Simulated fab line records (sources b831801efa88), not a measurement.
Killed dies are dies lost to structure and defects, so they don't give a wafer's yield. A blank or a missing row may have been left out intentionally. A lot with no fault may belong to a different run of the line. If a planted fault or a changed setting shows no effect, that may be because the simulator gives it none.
Which of the tools did it? || flow gf180mcu || 12 lots with 36 wafers sampled at 4 steps, on a route of 602 steps

## WHAT THE GAUGES READ, wafer by wafer
GF_HV_LDD_OVL_MEAS_47. Usual: for HV_LDD_03_OVL the level is -0.5 nm and the standard deviation is 1.3.
{"lot": "L775", "measured": "day 12 10:52", "on": "overlay-01", "HV_LDD_03_OVL (nm)": "0.4 0.3 -1.3", "flag": ""}
{"lot": "L776", "measured": "day 12 22:03", "on": "overlay-01", "HV_LDD_03_OVL (nm)": "-1.1 -1.5 -2.1", "flag": ""}
{"lot": "L778", "measured": "day 13 07:01", "on": "overlay-02", "HV_LDD_03_OVL (nm)": "1.3 -0.5 -0.4", "flag": ""}
{"lot": "L779", "measured": "day 13 16:02", "on": "overlay-01", "HV_LDD_03_OVL (nm)": "-0.8 -2.0 -2.5", "flag": ""}
{"lot": "L782", "measured": "day 14 19:38", "on": "overlay-01", "HV_LDD_03_OVL (nm)": "-2.6 -1.1 -2.2", "flag": ""}
{"lot": "L784", "measured": "day 15 09:59", "on": "overlay-02", "HV_LDD_03_OVL (nm)": "0.4 1.3 0.0", "flag": ""}
{"lot": "L785", "measured": "day 15 22:07", "on": "overlay-01", "HV_LDD_03_OVL (nm)": "-0.2 1.9 -0.8", "flag": ""}
{"lot": "L787", "measured": "day 16 13:37", "on": "overlay-02", "HV_LDD_03_OVL (nm)": "-0.3 0.9 -0.5", "flag": ""}
{"lot": "L791", "measured": "day 17 20:23", "on": "overlay-02", "HV_LDD_03_OVL (nm)": "0.2 0.5 0.0", "flag": ""}
{"lot": "L793", "measured": "day 18 14:01", "on": "overlay-02", "HV_LDD_03_OVL (nm)": "-2.0 -2.8 -0.2", "flag": ""}
{"lot": "L794", "measured": "day 18 17:29", "on": "overlay-02", "HV_LDD_03_OVL (nm)": "-1.9 -2.9 -1.5", "flag": ""}
{"lot": "L797", "measured": "day 19 17:52", "on": "overlay-01", "HV_LDD_03_OVL (nm)": "0.2 0.6 -0.2", "flag": ""}

GF_CONTACT_OVL_MEAS_15. Usual: for CONTACT_OVL the level is 1 nm and the standard deviation is 5.8.
{"lot": "L775", "measured": "day 16 01:59", "on": "overlay-01", "CONTACT_OVL (nm)": "6 0 9", "flag": ""}
{"lot": "L776", "measured": "day 16 17:23", "on": "overlay-02", "CONTACT_OVL (nm)": "2 -1 -1", "flag": ""}
{"lot": "L778", "measured": "day 17 03:34", "on": "overlay-02", "CONTACT_OVL (nm)": "10 6 17", "flag": ""}
{"lot": "L779", "measured": "day 17 12:00", "on": "overlay-01", "CONTACT_OVL (nm)": "14 7 8", "flag": ""}
{"lot": "L782", "measured": "day 18 19:43", "on": "overlay-01", "CONTACT_OVL (nm)": "8 7 -4", "flag": ""}
{"lot": "L784", "measured": "day 19 11:01", "on": "overlay-01", "CONTACT_OVL (nm)": "11 8 14", "flag": ""}
{"lot": "L785", "measured": "day 20 03:11", "on": "overlay-01", "CONTACT_OVL (nm)": "2 4 0", "flag": ""}
{"lot": "L787", "measured": "day 20 19:08", "on": "overlay-02", "CONTACT_OVL (nm)": "-2 1 -4", "flag": ""}
{"lot": "L791", "measured": "day 22 02:00", "on": "overlay-01", "CONTACT_OVL (nm)": "1 5 5", "flag": ""}
{"lot": "L793", "measured": "day 22 19:40", "on": "overlay-02", "CONTACT_OVL (nm)": "1 6 9", "flag": ""}
{"lot": "L794", "measured": "day 23 00:29", "on": "overlay-02", "CONTACT_OVL (nm)": "-4 -4 1", "flag": ""}
{"lot": "L797", "measured": "day 23 23:28", "on": "overlay-01", "CONTACT_OVL (nm)": "-2 3 0", "flag": ""}

## TOOL THAT RAN EACH LOT (tool first, then ch and the chambers of the sampled wafers, then the start)
{"lot": "L775", "GF_SAB_COAT_04": "litho_track-02 ch 0, day 14 16:06", "GF_SAB_STRIP_13": "plasma_asher-01 ch 0,1, day 15 02:59"}
{"lot": "L776", "GF_SAB_COAT_04": "litho_track-04 ch 0, day 15 06:18", "GF_SAB_STRIP_13": "plasma_asher-01 ch 0,1, day 15 17:35"}
{"lot": "L778", "GF_SAB_COAT_04": "litho_track-02 ch 0, day 15 16:40", "GF_SAB_STRIP_13": "plasma_asher-03 ch 0,1, day 16 03:47"}
{"lot": "L779", "GF_SAB_COAT_04": "litho_track-03 ch 0, day 16 00:37", "GF_SAB_STRIP_13": "plasma_asher-04 ch 0,1, day 16 11:57"}
{"lot": "L782", "GF_SAB_COAT_04": "litho_track-03 ch 0, day 17 06:07", "GF_SAB_STRIP_13": "plasma_asher-03 ch 0,1, day 17 18:18"}
{"lot": "L784", "GF_SAB_COAT_04": "litho_track-03 ch 0, day 17 22:07", "GF_SAB_STRIP_13": "plasma_asher-01 ch 0,1, day 18 10:10"}
{"lot": "L785", "GF_SAB_COAT_04": "litho_track-04 ch 0, day 18 13:14", "GF_SAB_STRIP_13": "plasma_asher-03 ch 0,1, day 19 01:23"}
{"lot": "L787", "GF_SAB_COAT_04": "litho_track-03 ch 0, day 19 04:13", "GF_SAB_STRIP_13": "plasma_asher-01 ch 0,1, day 19 17:41"}
{"lot": "L791", "GF_SAB_COAT_04": "litho_track-03 ch 0, day 20 11:31", "GF_SAB_STRIP_13": "plasma_asher-04 ch 0,1, day 21 00:06"}
{"lot": "L793", "GF_SAB_COAT_04": "litho_track-03 ch 0, day 21 06:14", "GF_SAB_STRIP_13": "plasma_asher-01 ch 0,1, day 21 18:42"}
{"lot": "L794", "GF_SAB_COAT_04": "litho_track-03 ch 0, day 21 10:31", "GF_SAB_STRIP_13": "plasma_asher-03 ch 0,1, day 21 23:43"}
{"lot": "L797", "GF_SAB_COAT_04": "litho_track-03 ch 0, day 22 10:10", "GF_SAB_STRIP_13": "plasma_asher-04 ch 0,1, day 22 22:57"}
- GF_SAB_COAT_04: resist thk 1000 nm.
- GF_SAB_STRIP_13: strips in O2/N2.

## WHAT THE TOOLS THEMSELVES READ (means of the sampled wafers that have a number; where no wafer has one, the mark that the record gives instead)
GF_SAB_COAT_04. Usual: chill_plate_temp_C reads 22.98 C (standard deviation 0.1).
{"lot": "L775", "tool": "litho_track-02", "chill_plate_temp_C (C)": 23.04, "flag": ""}
{"lot": "L776", "tool": "litho_track-04", "chill_plate_temp_C (C)": 22.85, "flag": ""}
{"lot": "L778", "tool": "litho_track-02", "chill_plate_temp_C (C)": 22.87, "flag": ""}
{"lot": "L779", "tool": "litho_track-03", "chill_plate_temp_C (C)": 22.97, "flag": ""}
{"lot": "L782", "tool": "litho_track-03", "chill_plate_temp_C (C)": 23.06, "flag": ""}
{"lot": "L784", "tool": "litho_track-03", "chill_plate_temp_C (C)": 22.94, "flag": ""}
{"lot": "L785", "tool": "litho_track-04", "chill_plate_temp_C (C)": 23.05, "flag": ""}
{"lot": "L787", "tool": "litho_track-03", "chill_plate_temp_C (C)": 23.12, "flag": ""}
{"lot": "L791", "tool": "litho_track-03", "chill_plate_temp_C (C)": 22.94, "flag": ""}
{"lot": "L793", "tool": "litho_track-03", "chill_plate_temp_C (C)": 22.93, "flag": ""}
{"lot": "L794", "tool": "litho_track-03", "chill_plate_temp_C (C)": 22.94, "flag": ""}
{"lot": "L797", "tool": "litho_track-03", "chill_plate_temp_C (C)": 23.14, "flag": ""}

GF_SAB_STRIP_13. Usual: drypump_motor_current_A 5.71 A, standard deviation 0.2; heater_power_w 349 W, standard deviation 16; o2_flow_sccm 3001 sccm, standard deviation 9.3; oes_product_au 0.710 a.u., standard deviation 0.0045; strip_time_to_endpoint_s 12.62 s, standard deviation 0.037.
{"lot": "L775", "tool": "plasma_asher-01", "drypump_motor_current_A (A)": 5.62, "heater_power_w (W)": 366, "o2_flow_sccm (sccm)": 2999, "oes_product_au (a.u.)": 0.708, "strip_time_to_endpoint_s (s)": 12.64, "flag": ""}
{"lot": "L776", "tool": "plasma_asher-01", "drypump_motor_current_A (A)": 5.64, "heater_power_w (W)": 362, "o2_flow_sccm (sccm)": 2993, "oes_product_au (a.u.)": 0.712, "strip_time_to_endpoint_s (s)": 12.63, "flag": ""}
{"lot": "L778", "tool": "plasma_asher-03", "drypump_motor_current_A (A)": 5.86, "heater_power_w (W)": 344, "o2_flow_sccm (sccm)": 3004, "oes_product_au (a.u.)": 0.710, "strip_time_to_endpoint_s (s)": 12.58, "flag": ""}
{"lot": "L779", "tool": "plasma_asher-04", "drypump_motor_current_A (A)": 5.86, "heater_power_w (W)": 331, "o2_flow_sccm (sccm)": 3001, "oes_product_au (a.u.)": 0.712, "strip_time_to_endpoint_s (s)": 12.60, "flag": ""}
{"lot": "L782", "tool": "plasma_asher-03", "drypump_motor_current_A (A)": 5.85, "heater_power_w (W)": 345, "o2_flow_sccm (sccm)": 3001, "oes_product_au (a.u.)": 0.707, "strip_time_to_endpoint_s (s)": 12.61, "flag": ""}
{"lot": "L784", "tool": "plasma_asher-01", "drypump_motor_current_A (A)": 5.65, "heater_power_w (W)": 363, "o2_flow_sccm (sccm)": 2995, "oes_product_au (a.u.)": 0.713, "strip_time_to_endpoint_s (s)": 12.63, "flag": ""}
{"lot": "L785", "tool": "plasma_asher-03", "drypump_motor_current_A (A)": 5.86, "heater_power_w (W)": 337, "o2_flow_sccm (sccm)": 3000, "oes_product_au (a.u.)": 0.712, "strip_time_to_endpoint_s (s)": 12.64, "flag": ""}
{"lot": "L787", "tool": "plasma_asher-01", "drypump_motor_current_A (A)": 5.62, "heater_power_w (W)": 363, "o2_flow_sccm (sccm)": 3003, "oes_product_au (a.u.)": 0.713, "strip_time_to_endpoint_s (s)": 12.56, "flag": ""}
{"lot": "L791", "tool": "plasma_asher-04", "drypump_motor_current_A (A)": 5.88, "heater_power_w (W)": 327, "o2_flow_sccm (sccm)": 2997, "oes_product_au (a.u.)": 0.712, "strip_time_to_endpoint_s (s)": 12.62, "flag": ""}
{"lot": "L793", "tool": "plasma_asher-01", "drypump_motor_current_A (A)": 5.60, "heater_power_w (W)": 365, "o2_flow_sccm (sccm)": 2998, "oes_product_au (a.u.)": 0.709, "strip_time_to_endpoint_s (s)": 12.81, "flag": "OFF"}
{"lot": "L794", "tool": "plasma_asher-03", "drypump_motor_current_A (A)": 5.85, "heater_power_w (W)": 336, "o2_flow_sccm (sccm)": 3003, "oes_product_au (a.u.)": 0.708, "strip_time_to_endpoint_s (s)": 12.79, "flag": "OFF"}
{"lot": "L797", "tool": "plasma_asher-04", "drypump_motor_current_A (A)": 5.79, "heater_power_w (W)": 339, "o2_flow_sccm (sccm)": 3005, "oes_product_au (a.u.)": 0.707, "strip_time_to_endpoint_s (s)": 12.86, "flag": "OFF"}

## THE ANSWER, worked out from the rows above alone
Rule: a lot counts as off when the mean over its wafers that have a number is more than 3 standard deviations away from the usual mean. Also off: a lot with no number at a reading for which 4 or more lots have one. Where the step has rows for the other lots, those lots are counted as sound. First the gauges in route order, then the tools' own readings, where a lot's mean is used as printed above. The first step at which some lot is off is used, and at that step the reading that is off furthest; a lot without a number counts as furthest.
Off: L793, L794, L797 (GF_SAB_STRIP_13, strip_time_to_endpoint_s).
A tool fits if, at that step or a process step before it, it ran every lot that is off, and no sound lot after the first of them. One candidate fits, namely litho_track-03 at GF_SAB_COAT_04. A fault onset in the window from L791 (day 20 11:31, its last sound lot) to L793 (day 21 06:14, its first lot off) fits.

## WHAT THE SIMULATOR HAD PUT IN
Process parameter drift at GF_SAB_COAT_04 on litho_track-03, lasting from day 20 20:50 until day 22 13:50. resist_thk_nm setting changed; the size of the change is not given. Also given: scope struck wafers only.
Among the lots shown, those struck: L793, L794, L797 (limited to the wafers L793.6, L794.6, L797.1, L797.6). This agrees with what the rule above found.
